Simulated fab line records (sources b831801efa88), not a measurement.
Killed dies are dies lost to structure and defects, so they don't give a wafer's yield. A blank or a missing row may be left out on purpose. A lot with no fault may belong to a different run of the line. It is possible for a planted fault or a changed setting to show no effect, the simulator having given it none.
fab line records | flow sky130 | part 1 of 2: steps 1 to 43 of 44
record: lots: 6 | wafers: 18 | last_day: 49
route steps=708 shown VIA3@588 METAL4@598 CAP2M@603 PAD_OPEN@708
lots untouched by any fault: they come from a run of this same line in which no faults occurred
start_h: hours from the record's first day to the start of the lot's first wafer shown | wait_h: hours since the lot's step before | " unchanged from the row above | L1.1+2: one row covering several wafers at once | - either no value or no given start | * or withheld: withheld | < > ~ a bound
route shown NAME@n: NAME is a module with steps in the file, n the number in the route of the first one | usual: mean/standard deviation of fault-free wafers | same: alike in all rows | chamber/n: place in a boat | sites: per-site readings | _std_site: the values' standard deviation | _edge_site: the outer-site mean with the inner-site mean subtracted | radius_mm: how far each site lies from the wafer's centre | mask NAME#n: copy n | behind: the tool/chamber that last shaped the wafer | hold: the reason the lot was held/the length of the hold in hours/how it ended | device: which transistor (n, p or np) failed to switch | end of line: tests run on the same wafers once the route is complete | for a step that has no rows: nothing shown but its recipe | killed: not the wafer's yield, but the dies lost to structure and defects at the first sort | map: shows each die of a wafer: x if killed, . if not, _ if none is there
set.NAME: the setting that was run; set.NAME@STEP: the one run at that earlier step | model.NAME: the simulator's own value behind a step, which no gauge read
lots seen at some steps along the route; tables by step, rows by wafer
services: when a tool's chamber went out of use (start_h, in hours from the record's first day, below 0 if earlier), for how many hours, and the reason
== steps ==
step: SKY_VIA3_ETCH_15
recipe: target: SiO2 | chemistry: C4F8/O2/Ar | target_depth_nm: 507 | stop_on: TiN | mask_material: KrF-thick | source_w: 1500 | bias_w: 1200 | pressure_mtorr: 40 | c4f8_flow_sccm: withheld | O2_flow_sccm: 6 | Ar_flow_sccm: 300 | time_s: 78
step: SKY_VIA3_STRIP_16
recipe: chemistry: O2/N2 | power_w: 1400 | pressure_mtorr: 1500 | platen_temp_c: withheld | o2_flow_sccm: 3000 | n2_flow_sccm: 300 | overash_fraction: 0.5
usual: drypump_motor_current_A: 5.8/0.41 | oes_product_au: 0.402/0.0045 | strip_time_to_endpoint_s: 4.13/0.035
lot.wafer | tool            | chamber | start_h | wait_h | drypump_motor_current_A | oes_product_au | rf_hours_counter_h | strip_time_to_endpoint_s
L475.2    | plasma_asher-01 | 1       | 941.80  | 0.0    | 5.9                     | 0.397          | 115                | 4.11
L475.3    | "               | 0       | "       | "      | 5.7                     | 0.399          | -                  | 4.09
L475.4    | "               | 1       | "       | "      | 5.9                     | 0.402          | -                  | 4.14
L482.1    | plasma_asher-04 | 0       | 1011.23 | 0.0    | 6.6                     | 0.406          | 85                 | 4.13
L482.2    | "               | 1       | "       | "      | 5.4                     | 0.401          | 85                 | 4.10
L482.6    | "               | 0       | "       | "      | 6.6                     | 0.400          | -                  | 4.12
L487.1    | plasma_asher-04 | 1       | 1036.48 | 0.0    | 5.4                     | 0.397          | 87                 | 4.06
L487.3    | "               | 1       | "       | "      | 5.4                     | 0.410          | -                  | 4.14
L487.4    | "               | 0       | "       | "      | 6.6                     | 0.405          | -                  | 4.13
L489.1    | plasma_asher-01 | 1       | 1040.75 | 0.0    | 5.9                     | 0.400          | 125                | 4.11
L489.2    | "               | 0       | "       | "      | 5.7                     | 0.396          | 125                | 4.13
L489.4    | "               | 1       | "       | "      | 5.9                     | 0.395          | -                  | 4.17
L492.1    | plasma_asher-02 | 1       | 1052.94 | 0.0    | 5.5                     | 0.399          | 31                 | 4.14
L492.2    | "               | 0       | "       | "      | 5.3                     | 0.406          | 31                 | 4.09
L492.6    | "               | 0       | "       | "      | 5.3                     | 0.405          | -                  | 4.18
L493.1    | plasma_asher-02 | 1       | 1058.39 | 0.0    | 5.5                     | 0.398          | 31                 | 4.14
L493.3    | "               | 1       | "       | "      | 5.5                     | 0.407          | -                  | 4.15
L493.5    | "               | 1       | "       | "      | 5.5                     | 0.404          | -                  | 4.16
step: SKY_VIA3_STRIP_17
recipe: chemistry: post_etch_residue_remover | time_s: 1200 | temp_c: 72.5
step: SKY_VIA3_CLEAN_18
recipe: chemistry: IPA | time_s: 180 | temp_c: 25
step: SKY_VIA3_CLEAN_19
recipe: chemistry: O3/DIW | dry: n2_spin
step: SKY_VIA3_SPUTTER_20
recipe: material: TiN | target_thk_nm: 20 | chamber_pressure_pa: 5 | power_w: 4000 | time_s: 80
usual: cathode_dc_power_W: 4000.0/0.79 | throttle_valve_pct: 29.9/1.1
lot.wafer | tool           | chamber | start_h | wait_h | cathode_dc_power_W | throttle_valve_pct
L475.2    | pvd_sputter-01 | -       | 942.41  | 0.0    | 4000.3             | 27.9
L475.3    | "              | -       | "       | "      | 4000.9             | 28.6
L475.4    | "              | -       | "       | "      | 4001.0             | 30.4
L482.1    | pvd_sputter-01 | -       | 1011.86 | 0.0    | 3998.9             | 28.9
L482.2    | "              | -       | "       | "      | 3999.1             | 30.3
L482.6    | "              | -       | "       | "      | 4001.0             | 28.3
L487.1    | pvd_sputter-02 | -       | 1037.07 | 0.0    | 4000.4             | 29.0
L487.3    | "              | -       | "       | "      | 3999.1             | 30.7
L487.4    | "              | -       | "       | "      | 3999.6             | 28.4
L489.1    | pvd_sputter-04 | -       | 1041.34 | 0.0    | 4000.9             | 30.3
L489.2    | "              | -       | "       | "      | 3999.8             | 30.6
L489.4    | "              | -       | "       | "      | 3999.5             | 30.7
L492.1    | pvd_sputter-02 | -       | 1053.53 | 0.0    | 3998.4             | 28.4
L492.2    | "              | -       | "       | "      | 3998.6             | 29.2
L492.6    | "              | -       | "       | "      | 4000.2             | 28.3
L493.1    | pvd_sputter-01 | -       | 1059.01 | 0.0    | 4000.5             | 28.9
L493.3    | "              | -       | "       | "      | 4001.4             | 30.2
L493.5    | "              | -       | "       | "      | 3999.3             | 30.6
step: SKY_VIA3_CVD_21
recipe: material: W | target_thk_nm: 390 | time_s: 117.31 | temp_c: 400 | pressure_torr: 40
step: SKY_VIA3_RS_MEAS_22
recipe: thk_meas_gauge: four-point-probe | reads: W_of_VIA3_CVD_21+TiN_of_VIA3_SPUTTER_20
usual: VIA3_W_RS: 0.294/0.0036
lot.wafer | tool          | chamber | start_h | wait_h | VIA3_W_RS[ohm/sq]
L475.2    | film_metro-01 | -       | 942.61  | 0.1    | 0.297
L475.3    | "             | -       | "       | "      | 0.300
L475.4    | "             | -       | "       | "      | 0.291
L482.1    | film_metro-04 | -       | 1012.04 | 0.1    | 0.295
L482.2    | "             | -       | "       | "      | 0.297
L482.6    | "             | -       | "       | "      | 0.295
L487.1    | film_metro-01 | -       | 1037.25 | 0.1    | 0.292
L487.3    | "             | -       | "       | "      | 0.292
L487.4    | "             | -       | "       | "      | 0.292
L489.1    | film_metro-04 | -       | 1041.53 | 0.1    | 0.297
L489.2    | "             | -       | "       | "      | 0.288
L489.4    | "             | -       | "       | "      | 0.293
L492.1    | film_metro-01 | -       | 1053.72 | 0.1    | 0.295
L492.2    | "             | -       | "       | "      | 0.297
L492.6    | "             | -       | "       | "      | 0.294
L493.1    | film_metro-02 | -       | 1059.20 | 0.1    | 0.291
L493.3    | "             | -       | "       | "      | 0.292
L493.5    | "             | -       | "       | "      | 0.291
step: SKY_VIA3_THK_MEAS_23
recipe: thk_meas_gauge: xrf | reads: W_of_VIA3_CVD_21
usual: VIA3_W_THK: 397/6.8
lot.wafer | tool          | chamber | start_h | wait_h | VIA3_W_THK[nm]
L475.2    | film_metro-01 | -       | 942.72  | 0.1    | 394
L475.3    | "             | -       | "       | "      | 392
L475.4    | "             | -       | "       | "      | 403
L482.1    | film_metro-04 | -       | 1012.16 | 0.1    | 401
L482.2    | "             | -       | "       | "      | 402
L482.6    | "             | -       | "       | "      | 403
L487.1    | film_metro-01 | -       | 1037.37 | 0.1    | 404
L487.3    | "             | -       | "       | "      | 404
L487.4    | "             | -       | "       | "      | 402
L489.1    | film_metro-04 | -       | 1041.65 | 0.1    | 398
L489.2    | "             | -       | "       | "      | 410
L489.4    | "             | -       | "       | "      | 404
L492.1    | film_metro-01 | -       | 1053.84 | 0.1    | 398
L492.2    | "             | -       | "       | "      | 393
L492.6    | "             | -       | "       | "      | 400
L493.1    | film_metro-02 | -       | 1059.32 | 0.1    | 399
L493.3    | "             | -       | "       | "      | 398
L493.5    | "             | -       | "       | "      | 402
step: SKY_VIA3_CMP_24
recipe: stop_on: SiO2 | t_overpolish_s: 20 | down_force_psi: 3.5 | platen_rpm: 60 | target_thk_nm: 0 | pad_velocity_m_s: 0.94248
step: SKY_METAL4_SPUTTER_00
recipe: material: Ti | target_thk_nm: 15 | power_w: 3000 | time_s: 10 | chamber_pressure_pa: 0.4
step: SKY_METAL4_SPUTTER_01
recipe: material: TiN | target_thk_nm: 20 | power_w: 6500 | time_s: 16.7 | chamber_pressure_pa: 0.4
step: SKY_METAL4_SPUTTER_02
recipe: material: AlCu | target_thk_nm: 735 | power_w: 10600 | time_s: 39.1 | chamber_pressure_pa: 0.4
usual: cathode_dc_power_W: 10600/1.8 | throttle_valve_pct: 30.1/1.2
lot.wafer | tool           | chamber | start_h | wait_h | cathode_dc_power_W | throttle_valve_pct | model.AlCu_of_METAL4_SPUTTER_02.thk_nm
L475.2    | pvd_sputter-03 | -       | 943.41  | 0.0    | 10599              | 28.3               | 743.5
L475.3    | "              | -       | "       | "      | 10600              | 30.2               | 747.6
L475.4    | "              | -       | "       | "      | 10600              | 29.2               | 738
L482.1    | pvd_sputter-03 | -       | 1012.57 | 0.0    | 10601              | 30.6               | 745.4
L482.2    | "              | -       | "       | "      | 10598              | 28.5               | 811.5
L482.6    | "              | -       | "       | "      | 10597              | 31.4               | 829.8
L487.1    | pvd_sputter-03 | -       | 1037.78 | 0.0    | 10602              | 28.6               | 730.1
L487.3    | "              | -       | "       | "      | 10600              | 30.2               | 732.6
L487.4    | "              | -       | "       | "      | 10600              | 29.6               | 802.7
L489.1    | pvd_sputter-02 | -       | 1042.06 | 0.0    | 10598              | 30.7               | 751.9
L489.2    | "              | -       | "       | "      | 10598              | 32.5               | 735.9
L489.4    | "              | -       | "       | "      | 10597              | 29.0               | 730.9
L492.1    | pvd_sputter-04 | -       | 1054.24 | 0.0    | 10598              | 30.2               | 741.6
L492.2    | "              | -       | "       | "      | 10598              | 30.7               | 726.8
L492.6    | "              | -       | "       | "      | 10600              | 29.9               | 741.6
L493.1    | pvd_sputter-02 | -       | 1059.72 | 0.0    | 10600              | 29.0               | 738.1
L493.3    | "              | -       | "       | "      | 10602              | 32.2               | 734.4
L493.5    | "              | -       | "       | "      | 10601              | 29.0               | 740.9
step: SKY_METAL4_SPUTTER_03
recipe: material: Ti | target_thk_nm: 5 | power_w: 3000 | time_s: 3.3 | chamber_pressure_pa: 0.4
usual: cathode_dc_power_W: 3000.0/0.55 | throttle_valve_pct: 30.1/1.2
lot.wafer | tool           | chamber | start_h | wait_h | cathode_dc_power_W | throttle_valve_pct
L475.2    | pvd_sputter-03 | -       | 943.44  | 0.0    | 3000.1             | 28.4
L475.3    | "              | -       | "       | "      | 3000.3             | 30.1
L475.4    | "              | -       | "       | "      | 2999.2             | 29.5
L482.1    | pvd_sputter-03 | -       | 1012.61 | 0.0    | 3000.0             | 30.4
L482.2    | "              | -       | "       | "      | 3000.4             | 28.8
L482.6    | "              | -       | "       | "      | 3000.5             | 31.5
L487.1    | pvd_sputter-03 | -       | 1037.82 | 0.0    | 2999.3             | 28.7
L487.3    | "              | -       | "       | "      | 2999.5             | 30.4
L487.4    | "              | -       | "       | "      | 3000.6             | 29.4
L489.1    | pvd_sputter-02 | -       | 1042.09 | 0.0    | 3000.2             | 30.7
L489.2    | "              | -       | "       | "      | 3000.3             | 32.2
L489.4    | "              | -       | "       | "      | 2999.7             | 28.9
L492.1    | pvd_sputter-04 | -       | 1054.28 | 0.0    | 3000.3             | 30.1
L492.2    | "              | -       | "       | "      | 3000.7             | 30.6
L492.6    | "              | -       | "       | "      | 2999.6             | 30.1
L493.1    | pvd_sputter-02 | -       | 1059.76 | 0.0    | 2999.7             | 29.0
L493.3    | "              | -       | "       | "      | 2998.7             | 32.4
L493.5    | "              | -       | "       | "      | 2999.6             | 28.9
step: SKY_METAL4_SPUTTER_04
recipe: material: TiN | target_thk_nm: 70 | power_w: 6500 | time_s: 58.3 | chamber_pressure_pa: 0.4
step: SKY_CAP2M_CVD_00
recipe: material: SiO2 | target_thk_nm: 15.5 | temp_c: 400 | time_s: withheld | rf_w: 450
step: SKY_CAP2M_THK_MEAS_01
recipe: reads: SiO2_of_CAP2M_CVD_00
usual: CAP2M_CVD_00_THK: 15.50/0.29
lot.wafer | tool          | chamber | start_h | wait_h | CAP2M_CVD_00_THK[nm]
L475.2    | film_metro-02 | -       | 943.54  | -      | 15.67
L475.3    | "             | -       | "       | "      | 14.97
L475.4    | "             | -       | "       | "      | 15.52
L482.1    | film_metro-02 | -       | 1012.70 | -      | 15.34
L482.2    | "             | -       | "       | "      | 15.57
L482.6    | "             | -       | "       | "      | 15.46
L487.1    | film_metro-02 | -       | 1037.91 | -      | 15.08
L487.3    | "             | -       | "       | "      | 15.30
L487.4    | "             | -       | "       | "      | 15.39
L489.1    | film_metro-03 | -       | 1042.18 | -      | 15.75
L489.2    | "             | -       | "       | "      | 15.37
L489.4    | "             | -       | "       | "      | 15.53
L492.1    | film_metro-03 | -       | 1054.37 | -      | 15.70
L492.2    | "             | -       | "       | "      | 15.81
L492.6    | "             | -       | "       | "      | 16.15
L493.1    | film_metro-03 | -       | 1059.85 | -      | 15.33
L493.3    | "             | -       | "       | "      | 14.86
L493.5    | "             | -       | "       | "      | 15.33
step: SKY_CAP2M_SPUTTER_02
recipe: material: TiN | target_thk_nm: 200 | temp_c: 300 | power_w: 6500 | time_s: 166.7 | chamber_pressure_pa: 0.4
usual: cathode_dc_power_W: 6499.9/1.1 | throttle_valve_pct: 29.7/1
lot.wafer | tool           | chamber | start_h | wait_h | cathode_dc_power_W | throttle_valve_pct
L475.2    | pvd_sputter-01 | -       | 943.59  | 0.0    | 6499.9             | 27.8
L475.3    | "              | -       | "       | "      | 6499.6             | 28.6
L475.4    | "              | -       | "       | "      | 6500.5             | 30.3
L482.1    | pvd_sputter-01 | -       | 1012.76 | 0.1    | 6500.4             | 29.0
L482.2    | "              | -       | "       | "      | 6499.2             | 30.3
L482.6    | "              | -       | "       | "      | 6500.0             | 30.5
L487.1    | pvd_sputter-01 | -       | 1037.97 | 0.1    | 6499.0             | 28.8
L487.3    | "              | -       | "       | "      | 6500.5             | 30.4
L487.4    | "              | -       | "       | "      | 6499.0             | 30.4
L489.1    | pvd_sputter-01 | -       | 1042.24 | 0.1    | 6500.5             | 30.2
L489.2    | "              | -       | "       | "      | 6499.9             | 30.7
L489.4    | "              | -       | "       | "      | 6502.3             | 28.1
L492.1    | pvd_sputter-01 | -       | 1054.43 | 0.1    | 6500.8             | 30.4
L492.2    | "              | -       | "       | "      | 6498.9             | 30.2
L492.6    | "              | -       | "       | "      | 6499.7             | 28.0
L493.1    | pvd_sputter-03 | -       | 1059.91 | 0.1    | 6500.8             | 29.5
L493.3    | "              | -       | "       | "      | 6500.1             | 28.6
L493.5    | "              | -       | "       | "      | 6499.4             | 30.5
step: SKY_CAP2M_RS_MEAS_03
recipe: thk_meas_gauge: four-point-probe | reads: TiN_of_CAP2M_SPUTTER_02
usual: CAP2M_TIN_RS: 6.92/0.11
lot.wafer | tool          | chamber | start_h | wait_h | CAP2M_TIN_RS[ohm/sq]
L475.2    | film_metro-01 | -       | 943.72  | 0.1    | 7.08
L475.3    | "             | -       | "       | "      | 7.14
L475.4    | "             | -       | "       | "      | 7.10
L482.1    | film_metro-03 | -       | 1012.87 | 0.1    | 7.14
L482.2    | "             | -       | "       | "      | 6.84
L482.6    | "             | -       | "       | "      | 6.86
L487.1    | film_metro-03 | -       | 1038.08 | 0.1    | 7.06
L487.3    | "             | -       | "       | "      | 6.80
L487.4    | "             | -       | "       | "      | 6.98
L489.1    | film_metro-02 | -       | 1042.35 | 0.1    | 6.87
L489.2    | "             | -       | "       | "      | 6.69
L489.4    | "             | -       | "       | "      | 6.85
L492.1    | film_metro-03 | -       | 1054.54 | 0.1    | 6.96
L492.2    | "             | -       | "       | "      | 6.81
L492.6    | "             | -       | "       | "      | 6.96
L493.1    | film_metro-02 | -       | 1060.02 | 0.1    | 6.91
L493.3    | "             | -       | "       | "      | 6.89
L493.5    | "             | -       | "       | "      | 6.90
step: SKY_CAP2M_THK_MEAS_04
recipe: thk_meas_gauge: xrf | reads: TiN_of_CAP2M_SPUTTER_02
usual: CAP2M_TIN_THK: 202/3.4
lot.wafer | tool          | chamber | start_h | wait_h | CAP2M_TIN_THK[nm]
L475.2    | film_metro-01 | -       | 943.83  | 0.1    | 197
L475.3    | "             | -       | "       | "      | 196
L475.4    | "             | -       | "       | "      | 197
L482.1    | film_metro-03 | -       | 1012.99 | 0.1    | 195
L482.2    | "             | -       | "       | "      | 203
L482.6    | "             | -       | "       | "      | 202
L487.1    | film_metro-03 | -       | 1038.20 | 0.1    | 199
L487.3    | "             | -       | "       | "      | 205
L487.4    | "             | -       | "       | "      | 199
L489.1    | film_metro-02 | -       | 1042.47 | 0.1    | 205
L489.2    | "             | -       | "       | "      | 210
L489.4    | "             | -       | "       | "      | 206
L492.1    | film_metro-03 | -       | 1054.66 | 0.1    | 200
L492.2    | "             | -       | "       | "      | 203
L492.6    | "             | -       | "       | "      | 201
L493.1    | film_metro-02 | -       | 1060.14 | 0.1    | 203
L493.3    | "             | -       | "       | "      | 203
L493.5    | "             | -       | "       | "      | 202
step: SKY_CAP2M_DEHYDRATE_05
recipe: temp_c: 200 | time_s: 60
step: SKY_CAP2M_HMDS_06
recipe: prime_time_s: 60 | prime_temp_c: 120
step: SKY_CAP2M_COAT_07
recipe: resist: NOVOLAK | spin_rpm: 3000 | resist_thk_nm: 1140
step: SKY_CAP2M_SOFTBAKE_08
recipe: temp_c: 90 | time_s: 60 | resist: NOVOLAK
step: SKY_CAP2M_EXPOSE_09
recipe: mask_id: CAP2M | na: 0.6 | source_shape: conventional | sigma_outer: 0.6 | polarization: unpolarized | target_cd_nm: 1000 | dose_mj: 159
step: SKY_CAP2M_PEB_10
recipe: temp_c: withheld | time_s: * | resist: NOVOLAK
step: SKY_CAP2M_DEVELOP_11
recipe: resist: NOVOLAK | developer: TMAH | develop_time_s: 60 | dev_temp_c: 23
step: SKY_CAP2M_OVL_MEAS_12
usual: CAP2M_OVL: -0.3/1.5
lot.wafer | tool       | chamber | start_h | wait_h | CAP2M_OVL[nm]
L475.2    | overlay-02 | -       | 967.15  | 0.1    | 0.3
L475.3    | "          | -       | "       | "      | 0.5
L475.4    | "          | -       | "       | "      | 1.2
L482.1    | overlay-02 | -       | 1035.11 | 0.1    | 0.8
L482.2    | "          | -       | "       | "      | -1.8
L482.6    | "          | -       | "       | "      | 0.1
L487.1    | overlay-01 | -       | 1059.39 | 0.1    | 0.1
L487.3    | "          | -       | "       | "      | -1.1
L487.4    | "          | -       | "       | "      | -0.5
L489.1    | overlay-02 | -       | 1063.86 | 0.1    | -1.3
L489.2    | "          | -       | "       | "      | -3.3
L489.4    | "          | -       | "       | "      | -2.0
L492.1    | overlay-02 | -       | 1075.52 | 0.1    | -0.3
L492.2    | "          | -       | "       | "      | 0.5
L492.6    | "          | -       | "       | "      | -2.4
L493.1    | overlay-02 | -       | 1081.19 | 0.1    | 1.2
L493.3    | "          | -       | "       | "      | 1.0
L493.5    | "          | -       | "       | "      | 1.7
step: SKY_CAP2M_METAL_ETCH_13
recipe: target_depth_nm: 220 | stop_on: SiO2 | chemistry: Cl2/BCl3 | target: TiN | pressure_mtorr: 10 | icp_w: 900 | bias_w: 48.5 | Cl2_flow_sccm: 60 | bcl3_flow_sccm: 30 | time_s: 62.9
step: SKY_CAP2M_STRIP_14
recipe: chemistry: O2/N2 | power_w: 1400 | pressure_mtorr: 1500 | platen_temp_c: withheld | o2_flow_sccm: 3000 | n2_flow_sccm: 300 | overash_fraction: 0.5
usual: drypump_motor_current_A: 5.74/0.22 | oes_product_au: 0.711/0.0046 | strip_time_to_endpoint_s: 12.63/0.036
lot.wafer | tool            | chamber | start_h | wait_h | drypump_motor_current_A | oes_product_au | rf_hours_counter_h | strip_time_to_endpoint_s
L475.2    | plasma_asher-03 | 1       | 967.26  | 0.1    | 5.64                    | 0.719          | 48                 | 12.62
L475.3    | "               | 1       | "       | "      | 5.59                    | 0.715          | -                  | 12.68
L475.4    | "               | 0       | "       | "      | 6.06                    | 0.711          | -                  | 12.63
L482.1    | plasma_asher-01 | 0       | 1035.22 | 0.1    | 5.72                    | 0.713          | 125                | 12.66
L482.2    | "               | 1       | "       | "      | 5.87                    | 0.725          | 125                | 12.60
L482.6    | "               | 0       | "       | "      | 5.74                    | 0.714          | -                  | 12.58
L487.1    | plasma_asher-03 | 0       | 1059.51 | 0.1    | 6.00                    | 0.709          | 57                 | 12.57
L487.3    | "               | 1       | "       | "      | 5.59                    | 0.713          | -                  | 12.57
L487.4    | "               | 0       | "       | "      | 6.03                    | 0.714          | -                  | 12.58
L489.1    | plasma_asher-03 | 1       | 1063.97 | 0.1    | 5.68                    | 0.709          | 58                 | 12.66
L489.2    | "               | 0       | "       | "      | 6.04                    | 0.705          | 58                 | 12.67
L489.4    | "               | 0       | "       | "      | 6.02                    | 0.711          | -                  | 12.68
L492.1    | plasma_asher-01 | 1       | 1075.71 | 0.1    | 5.89                    | 0.709          | 2                  | 12.64
L492.2    | "               | 0       | "       | "      | 5.73                    | 0.703          | 2                  | 12.60
L492.6    | "               | 0       | "       | "      | 5.72                    | 0.712          | -                  | 12.63
L493.1    | plasma_asher-03 | 0       | 1081.31 | 0.1    | 6.02                    | 0.718          | 60                 | 12.69
L493.3    | "               | 0       | "       | "      | 6.03                    | 0.708          | -                  | 12.60
L493.5    | "               | 1       | "       | "      | 5.66                    | 0.719          | -                  | 12.63
step: SKY_CAP2M_STRIP_15
recipe: chemistry: post_etch_residue_remover | time_s: 1200 | temp_c: 72.5
step: SKY_CAP2M_CLEAN_16
recipe: chemistry: IPA | time_s: 180 | temp_c: 25
step: SKY_CAP2M_CLEAN_17
recipe: chemistry: O3/DIW | dry: n2_spin
step: SKY_METAL4_DEHYDRATE_05
recipe: temp_c: 200 | time_s: 60
step: SKY_METAL4_HMDS_06
recipe: prime_time_s: 60 | prime_temp_c: 120
step: SKY_METAL4_COAT_07
recipe: resist: BARC | temp_c: withheld | time_s: withheld | spin_rpm: 3000 | resist_thk_nm: 60
step: SKY_METAL4_COAT_08
recipe: resist: KrF-thick | spin_rpm: 3000 | resist_thk_nm: 1140
step: SKY_METAL4_SOFTBAKE_09
recipe: temp_c: 100 | time_s: 90 | resist: KrF-thick
step: SKY_METAL4_EXPOSE_10
recipe: mask_id: MM4 | na: 0.68 | source_shape: annular | sigma_inner: 0.4 | sigma_outer: 0.8 | target_cd_nm: 300 | dose_mj: 28
step: SKY_METAL4_PEB_11
recipe: peb_temp_c: withheld | peb_time_s: withheld | resist: KrF-thick
step: SKY_METAL4_DEVELOP_12
recipe: develop_time_s: 60 | resist: KrF-thick | dev_temp_c: 21
step: SKY_METAL4_CD_MEAS_13
recipe: target_cd_nm: 300
usual: cd_nm: 300.1/1.2
lot.wafer | tool      | chamber | start_h | wait_h | cd_nm
L475.2    | cd_sem-02 | -       | 991.48  | -      | 299.2
L475.3    | "         | -       | "       | "      | 300.6
L475.4    | "         | -       | "       | "      | 299.4
L482.1    | cd_sem-02 | -       | 1057.49 | -      | 300.5
L482.2    | "         | -       | "       | "      | 300.7
L482.6    | "         | -       | "       | "      | 301.1
L487.1    | cd_sem-01 | -       | 1081.56 | -      | 301.5
L487.3    | "         | -       | "       | "      | 301.7
L487.4    | "         | -       | "       | "      | 301.0
L489.1    | cd_sem-01 | -       | 1086.08 | -      | 300.5
L489.2    | "         | -       | "       | "      | 301.2
L489.4    | "         | -       | "       | "      | 301.3
L492.1    | cd_sem-01 | -       | 1097.79 | -      | 300.8
L492.2    | "         | -       | "       | "      | 300.7
L492.6    | "         | -       | "       | "      | 301.0
L493.1    | cd_sem-02 | -       | 1102.89 | -      | 297.9
L493.3    | "         | -       | "       | "      | 297.0
L493.5    | "         | -       | "       | "      | 299.1
step: SKY_METAL4_METAL_ETCH_18
recipe: target_depth_a: 8450 | stop_on: SiO2 | over_etch_frac: 0.3 | time_s: 183.1 | chemistry: Cl2/BCl3 | resist_sidewall_deg: 88 | pressure_mtorr: 10 | icp_w: 900 | bias_w: 48.5 | Cl2_flow_sccm: 60 | bcl3_flow_sccm: 30
usual: drypump_motor_current_A: 5.6/0.39 | oes_product_au: 0.868/0.0065 | throttle_valve_pct: 22.263/0.0093
lot.wafer | tool         | chamber | start_h | wait_h | drypump_motor_current_A | oes_product_au | rf_hours_counter_h | throttle_valve_pct
L475.2    | rie_metal-04 | 1       | 991.76  | 0.0    | 5.7                     | 0.872          | 3                  | 22.251
L475.3    | "            | 1       | "       | "      | 5.7                     | 0.884          | -                  | 22.270
L475.4    | "            | 0       | "       | "      | 5.9                     | 0.873          | -                  | 22.266
L482.1    | rie_metal-03 | 1       | 1057.80 | 0.0    | 5.6                     | 0.873          | 14                 | 22.263
L482.2    | "            | 0       | "       | "      | 5.9                     | 0.913          | 8                  | 22.263
L482.6    | "            | 1       | "       | "      | 5.6                     | 0.912          | -                  | 22.234
L487.1    | rie_metal-03 | 0       | 1081.86 | 0.0    | 5.9                     | 0.865          | 9                  | 22.271
L487.3    | "            | 1       | "       | "      | 5.7                     | 0.874          | -                  | 22.267
L487.4    | "            | 0       | "       | "      | 5.9                     | 0.907          | -                  | 22.265
L489.1    | rie_metal-04 | 1       | 1086.52 | 0.0    | 5.7                     | 0.877          | 9                  | 22.266
L489.2    | "            | 0       | "       | "      | 5.8                     | 0.866          | 21                 | 22.258
L489.4    | "            | 0       | "       | "      | 5.9                     | 0.867          | -                  | 22.261
L492.1    | rie_metal-01 | 0       | 1098.10 | 0.0    | 5.9                     | 0.868          | 9                  | 22.269
L492.2    | "            | 1       | "       | "      | 5.0                     | 0.866          | 19                 | 22.248
L492.6    | "            | 1       | "       | "      | 5.0                     | 0.872          | -                  | 22.272
L493.1    | rie_metal-03 | 0       | 1103.20 | 0.0    | 5.9                     | 0.859          | 11                 | 22.272
L493.3    | "            | 1       | "       | "      | 5.6                     | 0.857          | -                  | 22.257
L493.5    | "            | 1       | "       | "      | 5.6                     | 0.868          | -                  | 22.252
== key ==
first_sign: step: SKY_METAL4_METAL_ETCH_18 | reading: oes_product_au | direction: up | sigmas: 6.6 | usual: 0.868 | struck: 0.911
effect none on later readings
model_effect: step: SKY_METAL4_SPUTTER_02 | value: AlCu_of_METAL4_SPUTTER_02.thk_nm | without: 743 | struck: 814.7
model_effect: step: SKY_PAD_OPEN_PROBE_99 | value: etest.met4.line_ohm_um | without: 0.1388 | struck: 0.1264
met_at SKY_METAL4_SPUTTER_02
struck_wafers L482.2,L482.6,L487.4
onset_between 943.41 1012.57
fault: kind: process_parameter_drift | tool: pvd_sputter-03 | chamber: - | onset_h: 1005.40 | steps: SKY_METAL4_SPUTTER_02 | channel: time_s | offset: * | shape: step | end_h: 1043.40 | scope: struck_wafers_only | acts_in: * | stated: *
